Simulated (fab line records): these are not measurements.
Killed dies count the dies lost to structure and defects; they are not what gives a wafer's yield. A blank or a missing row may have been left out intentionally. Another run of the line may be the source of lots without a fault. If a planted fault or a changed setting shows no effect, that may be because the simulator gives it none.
Which tool was responsible? -- flow sfq line -- 14 lots, 42 wafers sampled, at 1 step of a route of 325

WHAT THE GAUGES READ, wafer by wafer
No reading from a measuring or inspecting step in the record can be judged against a usual standard deviation.

TOOL THAT RAN EACH LOT (tool first, then ch and the chambers of the sampled wafers, then the start)
lot,SFQ_TRILAYER_I4_VIA_LITHO_PEB_106
L676,"litho track-02 ch 0, day 36 23:30"
L678,"litho track-02 ch 0, day 37 19:25"
L679,"litho track-04 ch 0, day 38 02:38"
L681,"litho track-03 ch 0, day 38 13:26"
L682,"litho track-02 ch 0, day 38 20:03"
L684,"litho track-03 ch 0, day 40 02:47"
L685,"litho track-02 ch 0, day 41 07:36"
L686,"litho track-04 ch 0, day 41 13:35"
L688,"litho track-02 ch 0, day 42 00:23"
L690,"litho track-02 ch 0, day 42 20:45"
L691,"litho track-04 ch 0, day 44 12:22"
L696,"litho track-02 ch 0, day 52 14:13"
L697,"litho track-02 ch 0, day 52 23:51"
L698,"litho track-04 ch 0, day 53 14:22"
- SFQ_TRILAYER_I4_VIA_LITHO_PEB_106: peb time 60 s.

WHAT THE TOOLS THEMSELVES READ (means of the sampled wafers that have a number; where no wafer has one, the mark that the record gives instead)
SFQ_TRILAYER_I4_VIA_LITHO_PEB_106.
lot,tool,heater power total W (W)
L676,litho track-02,79.15
L678,litho track-02,79.13
L679,litho track-04,79.16
L681,litho track-03,79.13
L682,litho track-02,79.15
L684,litho track-03,79.16
L685,litho track-02,79.17
L686,litho track-04,79.18
L688,litho track-02,79.20
L690,litho track-02,79.16
L691,litho track-04,79.19
L696,litho track-02,80.90
L697,litho track-02,80.78
L698,litho track-04,79.22

THE ANSWER, worked out from the rows above alone
Rule: the lots themselves supply what counts as usual. Put in order of their means at a reading, lots are off if they are a third of the lots or fewer, leave a main group of 4 or more, and stand apart from it by a gap of 3 or more times the standard deviation of the main group's means; of several such gaps the widest counts. A main group whose means are all the same, to the digits that the tables above print for the reading, isn't used. Also off: a lot with no number at a reading for which 4 or more lots have one. The other lots that the step has rows for count as sound. After the gauges, taken in route order, come the tools' own readings; for these a lot's mean is taken, as printed above. The first step at which some lot is off is used, and at that step the reading that is off furthest; a lot without a number counts as furthest.
Off at SFQ_TRILAYER_I4_VIA_LITHO_PEB_106 (heater power total W): L696, L697. Main group: mean 79.17 W, sd 0.026.
If a tool, at that step or one of the process steps before it, ran each lot that is off and ran no sound lot following the first of them, it fits. One candidate fits, namely litho track-02 at SFQ_TRILAYER_I4_VIA_LITHO_PEB_106. A fault onset in the window from L690 (day 42 20:45, its last sound lot) to L696 (day 52 14:13, its first lot off) fits.
The tool's own readings at SFQ_TRILAYER_I4_VIA_LITHO_PEB_106 bear it out: on the lots that are off they differ by more than 5 times the standard deviation of the sound lots' means. heater power total W reads 80.84 W there against 79.17 W on the sound lots.

WHAT HAD BEEN PUT IN BY THE SIMULATOR
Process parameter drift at SFQ_TRILAYER_I4_VIA_LITHO_PEB_106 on litho track-02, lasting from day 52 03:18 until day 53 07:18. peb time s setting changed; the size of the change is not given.
Shown lots that were struck: L696, L697. The rule above found the same.
